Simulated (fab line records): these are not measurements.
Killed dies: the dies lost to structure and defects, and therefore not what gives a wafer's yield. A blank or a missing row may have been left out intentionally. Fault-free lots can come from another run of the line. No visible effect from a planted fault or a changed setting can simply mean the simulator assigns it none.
Problem report, 8D (eight disciplines) form, completed by code ; flow gf180mcu ; the parts of the form that need people (team, actions taken, sign-off) are left out

## 1. THE ISSUE
Across 2 wafers from 2 lots, SALICIDE_TIN_THK at GF_SALICIDE_THK_MEAS_05 averages 22.0 nm, while fault-free wafers read 19.9 nm with a standard deviation of 0.33. That is +6.4 standard deviations from the usual mean.
The step: measures by xrf.
First seen on wafer L238.2, day 17 19:16, on film_metro-02. Wafers with a number at this step in the record: 38, from 13 lots. By rule, "out" or "out of limits" means more than 4 standard deviations away from the usual mean. Any other wafer with a number is counted as sound.

## 2. WHAT IT IS, WHAT IT ISN'T
question;is;is not
which readings at this step;SALICIDE_TIN_THK;-
which lots;L238, L241;L228, L229, L230, L231, L232, L233, L243, L247, L249, L250, L251
which wafers of those lots;L238.2, L241.3;L238.6, L241.1, L241.5
read on which gauges;film_metro-02, film_metro-03;film_metro-04
when;from day 17 19:16;"up to then (19 sound wafers); but 17 sound wafers of L241, L243, L247, L249, L250, L251 came after"

## 3. WHAT RULES OUT EACH SUSPECT
Counting: if a tool at a process step up to the reading ran every lot that is out, it stays a suspect. Sound lots after the first of them don't rule it out here, since some wafers of a struck lot are sound.
- ruled out: the gauge at GF_SALICIDE_THK_MEAS_05. Those wafers that are out were read across 2 gauges (film_metro-02, film_metro-03).
- pvd_sputter-03 at GF_SALICIDE_SPUTTER_03 (material TiN, target thk 20 nm, time 16.7 s): kept. Every lot that is out went through it, the first being L238 (day 17 19:07); the last sound lot it ran before that was L228 (day 15 20:46).
The count leaves pvd_sputter-03 at GF_SALICIDE_SPUTTER_03.

## 4. THE CAUSE (what the simulator had put in)
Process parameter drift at GF_SALICIDE_SPUTTER_03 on pvd_sputter-03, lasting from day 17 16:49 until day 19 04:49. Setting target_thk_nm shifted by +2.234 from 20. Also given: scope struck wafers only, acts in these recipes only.
The count eliminated every tool but this one.

## 5. THE EFFECT CHAIN, in route order
Each row: a reading whose mean over the struck wafers that have a number lies more than 3 standard deviations from the usual. Scope: only readings with a usual standard deviation given in the record; hours: median across lots of the time from each lot's start at the first step in this table that gives one to its start at this step; sigmas: change in usual standard deviations.
hours;step;reading;usual;on struck wafers;change;sigmas
0;GF_SALICIDE_THK_MEAS_05;SALICIDE_TIN_THK;19.9 nm;22.0;+2.1;+6.4
Later steps that measure or inspect, where all struck wafers having a row at the step show a number for every such reading and not one has moved that far: GF_M2_RS_MEAS_05.

## 6. WHAT WOULD HAVE CAUGHT IT SOONER
Counted from the fault's start at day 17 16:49, it took 2 hours until the first out-of-limits reading at a measuring or inspecting step in this record, taken at day 17 19:16.
No tool reading at GF_SALICIDE_SPUTTER_03 that has a usual standard deviation in the record was out on any struck wafer, so an alarm limit of 4 standard deviations on those readings would not have fired.
Of the lots that are out (2), L241 began GF_SALICIDE_SPUTTER_03 on pvd_sputter-03 after day 17 19:16. Had the tool been put on hold then, it would have been spared.
